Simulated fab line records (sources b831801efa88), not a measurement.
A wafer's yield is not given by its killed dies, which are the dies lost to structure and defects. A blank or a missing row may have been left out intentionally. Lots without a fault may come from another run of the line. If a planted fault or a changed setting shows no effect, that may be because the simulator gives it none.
The tool behind it: which one?    flow sky130    24 lots, 72 wafers sampled, at 5 steps of a route of 708

== WHAT EACH GAUGE READ, for each wafer ==
SKY_LOCAL_INTERCONNECT_OVL_MEAS_12.
lot   measured      on          LOCAL_INTERCONNECT_OVL (nm)
L074  day 31 04:54  overlay-01  8 14 6
L075  day 31 02:10  overlay-02  2 9 9
L076  day 31 14:47  overlay-01  12 6 5
L077  day 31 18:59  overlay-01  3 -8 -1
L078  day 32 04:05  overlay-01  -1 -1 1
L079  day 32 07:33  overlay-01  -7 -4 -10
L080  day 32 18:14  overlay-01  -4 -1 4
L081  day 32 20:34  overlay-02  -10 -6 -3
L082  day 33 05:46  overlay-01  -5 -6 -7
L083  day 33 12:41  overlay-01  1 -6 4
L084  day 33 18:27  overlay-01  -9 -12 -2
L085  day 34 04:23  overlay-01  -1 5 2
L086  day 34 10:44  overlay-01  -3 -8 -8
L087  day 34 17:15  overlay-01  -5 -1 2
L088  day 35 06:20  overlay-02  -8 -6 -5
L089  day 35 08:52  overlay-01  -5 2 -8
L090  day 36 01:23  overlay-02  -4 -4 1
L091  day 36 05:44  overlay-02  -6 -7 0
L092  day 36 11:14  overlay-01  0 -7 -5
L093  day 36 07:41  overlay-01  -2 -5 -6
L094  day 36 17:50  overlay-01  -1 -3 -5
L095  day 37 10:05  overlay-02  -13 -7 -13
L096  day 37 17:35  overlay-01  6 1 5
L097  day 38 04:42  overlay-01  -5 1 0

SKY_VIA2_RS_MEAS_22: measurement is done with a four-point probe.
lot   measured      on             VIA2_W_RS (ohm/sq)
L074  day 37 03:11  film metro-01  0.2747 0.2744 0.2738
L075  day 36 22:39  film metro-04  0.2753 0.2734 0.2756
L076  day 37 12:46  film metro-03  0.2690 0.2711 0.2721
L077  day 37 17:16  film metro-04  0.2716 0.2716 0.2734
L078  day 38 00:34  film metro-01  0.2745 0.2754 0.2756
L079  day 38 02:29  film metro-01  0.2684 0.2713 0.2710
L080  day 38 14:37  film metro-01  0.2743 0.2713 0.2727
L081  day 38 16:49  film metro-04  0.2722 0.2675 0.2707
L082  day 39 01:20  film metro-04  0.2748 0.2748 0.2735
L083  day 39 06:14  film metro-01  0.2728 0.2742 0.2730
L084  day 39 12:41  film metro-04  0.2705 0.2704 0.2729
L085  day 39 22:56  film metro-03  0.2699 0.2715 0.2712
L086  day 40 04:11  film metro-01  0.2758 0.2722 0.2738
L087  day 40 10:51  film metro-01  0.2741 0.2795 0.2745
L088  day 40 22:26  film metro-01  0.2750 0.2772 0.2781
L089  day 41 01:57  film metro-04  0.2750 0.2703 0.2744
L090  day 41 14:44  film metro-03  0.2744 0.2746 0.2755
L091  day 41 18:51  film metro-03  0.2764 0.2693 0.2722
L092  day 42 01:19  film metro-04  0.2746 0.2742 0.2714
L093  day 41 23:02  film metro-03  0.2723 0.2756 0.2758
L094  day 42 06:19  film metro-04  0.2769 0.2763 0.2769
L095  day 42 20:53  film metro-03  0.2742 0.2754 0.2757
L096  day 43 05:16  film metro-03  0.2734 0.2762 0.2744
L097  day 43 14:34  film metro-04  0.2749 0.2737 0.2755

== TOOL THAT RAN EACH LOT (tool first, then ch and the chambers of the sampled wafers, then the start) ==
lot   SKY_FIELD_ISO_STRIP_16               SKY_CONTACT_ETCH_17                 SKY_METAL1_ETCH_18
L074  plasma asher-03 ch 0,1, day 2 04:47  rie diel-02 ch 1,2,3, day 32 10:07  rie metal-03 ch 0,1, day 33 14:13
L075  plasma asher-03 ch 0,1, day 2 10:23  rie diel-01 ch 1,2,3, day 32 07:10  rie metal-02 ch 0,1, day 33 10:59
L076  plasma asher-03 ch 0,1, day 2 14:50  rie diel-02 ch 0,1,3, day 32 20:07  rie metal-04 ch 0,1, day 34 00:47
L077  plasma asher-02 ch 0,1, day 2 20:53  rie diel-01 ch 0,1,3, day 32 23:49  rie metal-02 ch 0,1, day 34 04:25
L078  plasma asher-02 ch 0,1, day 3 02:29  rie diel-04 ch 0,2,3, day 33 08:52  rie metal-04 ch 1, day 34 13:21
L079  plasma asher-02 ch 0,1, day 3 08:38  rie diel-01 ch 0,1,3, day 33 11:19  rie metal-03 ch 1, day 34 15:43
L080  plasma asher-03 ch 1, day 3 17:20    rie diel-02 ch 2,3, day 33 22:49    rie metal-03 ch 0, day 35 03:17
L081  plasma asher-02 ch 0,1, day 3 18:19  rie diel-02 ch 1,2,3, day 34 00:40  rie metal-03 ch 0, day 35 04:55
L082  plasma asher-04 ch 0,1, day 4 01:10  rie diel-04 ch 0,2,3, day 34 10:10  rie metal-03 ch 0, day 35 14:09
L083  plasma asher-02 ch 0,1, day 4 05:29  rie diel-01 ch 0,1,3, day 34 16:25  rie metal-02 ch 0,1, day 35 20:49
L084  plasma asher-03 ch 0,1, day 4 10:11  rie diel-01 ch 1,2,3, day 34 22:19  rie metal-02 ch 0,1, day 36 02:14
L085  plasma asher-03 ch 0,1, day 4 14:50  rie diel-02 ch 1,2, day 35 08:31    rie metal-04 ch 0,1, day 36 12:37
L086  plasma asher-04 ch 0,1, day 4 21:44  rie diel-04 ch 0,2,3, day 35 15:19  rie metal-04 ch 0,1, day 36 18:16
L087  plasma asher-04 ch 0,1, day 5 00:16  rie diel-04 ch 1,2, day 35 21:14    rie metal-03 ch 0,1, day 37 01:07
L088  plasma asher-04 ch 0,1, day 5 06:32  rie diel-04 ch 0,1,2, day 36 09:44  rie metal-02 ch 0,1, day 37 13:22
L089  plasma asher-04 ch 0,1, day 5 10:01  rie diel-01 ch 1,2,3, day 36 12:47  rie metal-04 ch 0,1, day 37 16:41
L090  plasma asher-04 ch 0,1, day 5 16:26  rie diel-04 ch 0,1,3, day 37 04:44  rie metal-04 ch 0,1, day 38 07:49
L091  plasma asher-03 ch 0,1, day 5 21:38  rie diel-02 ch 1,2,3, day 37 09:22  rie metal-04 ch 0,1, day 38 12:19
L092  plasma asher-02 ch 0,1, day 6 03:38  rie diel-01 ch 1,3, day 37 15:10    rie metal-04 ch 0,1, day 38 18:28
L093  plasma asher-04 ch 1, day 6 07:44    rie diel-01 ch 1,3, day 37 11:38    rie metal-03 ch 1, day 38 15:34
L094  plasma asher-04 ch 0,1, day 6 14:59  rie diel-02 ch 0,1,3, day 37 20:25  rie metal-04 ch 0,1, day 38 23:52
L095  plasma asher-02 ch 0,1, day 6 20:05  rie diel-02 ch 0,1,2, day 38 13:01  rie metal-03 ch 1, day 39 15:50
L096  plasma asher-03 ch 0,1, day 7 01:56  rie diel-04 ch 0,1,2, day 38 20:43  rie metal-04 ch 0,1, day 40 00:04
L097  plasma asher-02 ch 0,1, day 7 05:38  rie diel-02 ch 1,2, day 39 07:34    rie metal-02 ch 1, day 40 09:48
- SKY_FIELD_ISO_STRIP_16: strips in O2/N2.
- SKY_CONTACT_ETCH_17: etches SiO2 in C4F8/O2/Ar, stops on Si3N4, target depth 340 nm.
- SKY_METAL1_ETCH_18: etches BARC in N2/H2, stops on SiO2, time 45.9 s, target depth 60 nm.

== WHAT THE TOOLS THEMSELVES READ (means of the sampled wafers that have a number; where no wafer has one, the mark that the record gives instead) ==
SKY_FIELD_ISO_STRIP_16.
lot   tool             drypump motor current A (A)  oes product au (a.u.)  strip time to endpoint s (s)
L074  plasma asher-03  5.69                         0.376                  3.553
L075  plasma asher-03  5.68                         0.376                  3.557
L076  plasma asher-03  5.54                         0.377                  3.535
L077  plasma asher-02  5.71                         0.376                  3.543
L078  plasma asher-02  5.79                         0.378                  3.553
L079  plasma asher-02  5.80                         0.376                  3.543
L080  plasma asher-03  5.43                         0.380                  3.504
L081  plasma asher-02  5.70                         0.379                  3.533
L082  plasma asher-04  5.80                         0.375                  3.517
L083  plasma asher-02  5.79                         0.379                  3.523
L084  plasma asher-03  5.69                         0.382                  3.574
L085  plasma asher-03  5.69                         0.377                  3.566
L086  plasma asher-04  5.83                         0.376                  3.566
L087  plasma asher-04  5.80                         0.383                  3.555
L088  plasma asher-04  5.79                         0.376                  3.565
L089  plasma asher-04  5.82                         0.379                  3.565
L090  plasma asher-04  5.79                         0.376                  3.542
L091  plasma asher-03  5.58                         0.380                  3.582
L092  plasma asher-02  5.71                         0.376                  3.538
L093  plasma asher-04  5.83                         0.377                  3.537
L094  plasma asher-04  5.78                         0.376                  3.559
L095  plasma asher-02  5.78                         0.377                  3.541
L096  plasma asher-03  5.54                         0.376                  3.547
L097  plasma asher-02  5.68                         0.378                  3.571

SKY_CONTACT_ETCH_17.
lot   tool         oes product au (a.u.)
L074  rie diel-02  0.895
L075  rie diel-01  0.899
L076  rie diel-02  0.889
L077  rie diel-01  0.891
L078  rie diel-04  0.897
L079  rie diel-01  0.888
L080  rie diel-02  0.886
L081  rie diel-02  0.895
L082  rie diel-04  0.890
L083  rie diel-01  0.892
L084  rie diel-01  0.892
L085  rie diel-02  0.896
L086  rie diel-04  0.892
L087  rie diel-04  0.891
L088  rie diel-04  0.889
L089  rie diel-01  0.895
L090  rie diel-04  0.896
L091  rie diel-02  0.893
L092  rie diel-01  0.888
L093  rie diel-01  0.889
L094  rie diel-02  0.885
L095  rie diel-02  0.890
L096  rie diel-04  0.894
L097  rie diel-02  0.895

SKY_METAL1_ETCH_18.
lot   tool          drypump motor current A (A)  oes product au (a.u.)  throttle valve pct (%)
L074  rie metal-03  5.6                          0.854                  13.227
L075  rie metal-02  6.0                          0.860                  13.232
L076  rie metal-04  5.7                          0.854                  13.232
L077  rie metal-02  5.6                          0.859                  13.217
L078  rie metal-04  5.3                          0.857                  13.230
L079  rie metal-03  5.7                          0.855                  13.220
L080  rie metal-03  5.5                          0.858                  13.225
L081  rie metal-03  5.5                          0.854                  13.225
L082  rie metal-03  5.5                          0.850                  13.225
L083  rie metal-02  6.0                          0.855                  13.226
L084  rie metal-02  5.6                          0.857                  13.224
L085  rie metal-04  5.7                          0.854                  13.236
L086  rie metal-04  5.6                          0.860                  13.224
L087  rie metal-03  5.6                          0.857                  13.228
L088  rie metal-02  6.0                          0.854                  13.219
L089  rie metal-04  5.6                          0.858                  13.231
L090  rie metal-04  5.6                          0.854                  13.220
L091  rie metal-04  6.0                          0.859                  13.228
L092  rie metal-04  6.0                          0.858                  13.224
L093  rie metal-03  5.7                          0.853                  13.230
L094  rie metal-04  5.6                          0.860                  13.229
L095  rie metal-03  5.7                          0.859                  13.236
L096  rie metal-04  5.6                          0.852                  13.233
L097  rie metal-02  5.2                          0.850                  13.228

== THE ANSWER, worked out from the rows above alone ==
Rule: the lots themselves supply what counts as usual. The widest of any qualifying gaps counts: lots, ordered by their means at a reading, are off when they make up no more than a third of the lots, leave a main group of 4 or more, and stand apart from it by 3 or more times the standard deviation of that group's means. A main group whose means are all the same, to the digits that the tables above print for the reading, isn't used. A lot without any number at a reading at which 4 lots or more have one is off too. Any other lot the step has rows for is counted as sound. After the gauges, taken in route order, come the tools' own readings; for these a lot's mean is taken, as printed above. The first step at which some lot is off is used, and at that step the reading that is off furthest; a lot without a number counts as furthest.
Across all readings shown, no lot is off: no conclusion can be drawn from this.

== WHAT THE SIMULATOR HAD PUT IN ==
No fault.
